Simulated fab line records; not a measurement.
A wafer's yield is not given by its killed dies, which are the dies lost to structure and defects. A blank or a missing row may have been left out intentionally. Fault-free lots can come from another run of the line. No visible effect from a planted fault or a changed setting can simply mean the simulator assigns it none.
Code-filled problem report in 8D (eight disciplines) form + flow sky130 + the parts of the form that need people (team, actions taken, sign-off) are left out

1. PROBLEM STATEMENT
killed-at-front-end at SKY_PAD_OPEN_PROBE_99 reads a mean of 142 on 6 wafers of 2 lots; wafers without a fault read 15 with a standard deviation of 4.4. That puts it +29 standard deviations away from the usual mean.
First observed at day 48 04:49: wafer L520.4, on prober-01. The record holds 18 wafers of 6 lots with a number at this step. The rule behind "out" and "out of limits": a value lying over 4 standard deviations away from the usual mean. The other wafers with a number count as sound.

2. WHAT IT IS AND WHAT IT IS NOT
| question                    | is                               | is not                                                                             |
|-----------------------------|----------------------------------|------------------------------------------------------------------------------------|
| which readings at this step | killed-at-front-end, killed-dies | killed_at_M0_to_M3, killed_at_M4_up, killed-at-contacts, killed-open, killed-short |
| which lots                  | L520, L522                       | L512, L514, L524, L529                                                             |
| which wafers of those lots  | all that have a number           | -                                                                                  |
| read on which tools         | prober-01, prober-02             | -                                                                                  |
| when                        | from day 48 04:49                | up to then (6 sound wafers); but 6 sound wafers of L524, L529 came after           |

3. WHAT RULES OUT EACH SUSPECT
Counting: any tool at a process step up to the reading is kept as a suspect provided that every lot that is out went through it and no sound lot did after the first of them.
- furnace-02 at SKY_FIELD_ISO_OXIDATION_01 (stabilise 600 s, purge 300 s, target thk 12 nm): kept. It ran every lot that is out, first L520 (day 3 02:55), and no sound lot after that.
After counting, what remains is furnace-02 at SKY_FIELD_ISO_OXIDATION_01.

4. THE CAUSE (what the simulator had put in)
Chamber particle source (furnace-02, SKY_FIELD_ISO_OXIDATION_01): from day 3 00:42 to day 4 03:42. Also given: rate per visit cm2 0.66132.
This tool alone remained once counting was done.

5. THE CHAIN OF EFFECTS, in route order
Each row: a reading where the mean over the struck wafers with a number is more than 3 standard deviations away from the usual. Readings are gone through only where the record gives a usual standard deviation; hours: the median, over the lots, of the time from a lot's start at the first step in this table giving one to that lot's start at this step; sigmas: the change measured in usual standard deviations.
| hours | step                  | reading             | usual | on struck wafers | change | sigmas |
|-------|-----------------------|---------------------|-------|------------------|--------|--------|
| 0     | SKY_PAD_OPEN_PROBE_99 | killed-at-front-end | 15    | 142              | +127   | +29    |
| 0     | SKY_PAD_OPEN_PROBE_99 | killed-dies         | 86    | 205              | +119   | +13    |
| 0     | SKY_PAD_OPEN_PROBE_99 | killed-on-rim       | 17    | 38               | +21    | +5.8   |
The process steps in it:
- SKY_PAD_OPEN_PROBE_99

6. HOW IT WOULD HAVE BEEN CAUGHT EARLIER
The fault began at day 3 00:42; the first out-of-limits reading in this record came at day 48 04:49, 1084 hours later.
All the lots that are out (2) had begun SKY_FIELD_ISO_OXIDATION_01 on furnace-02 by day 48 04:49. None of them would have been spared by holding the tool at that moment.
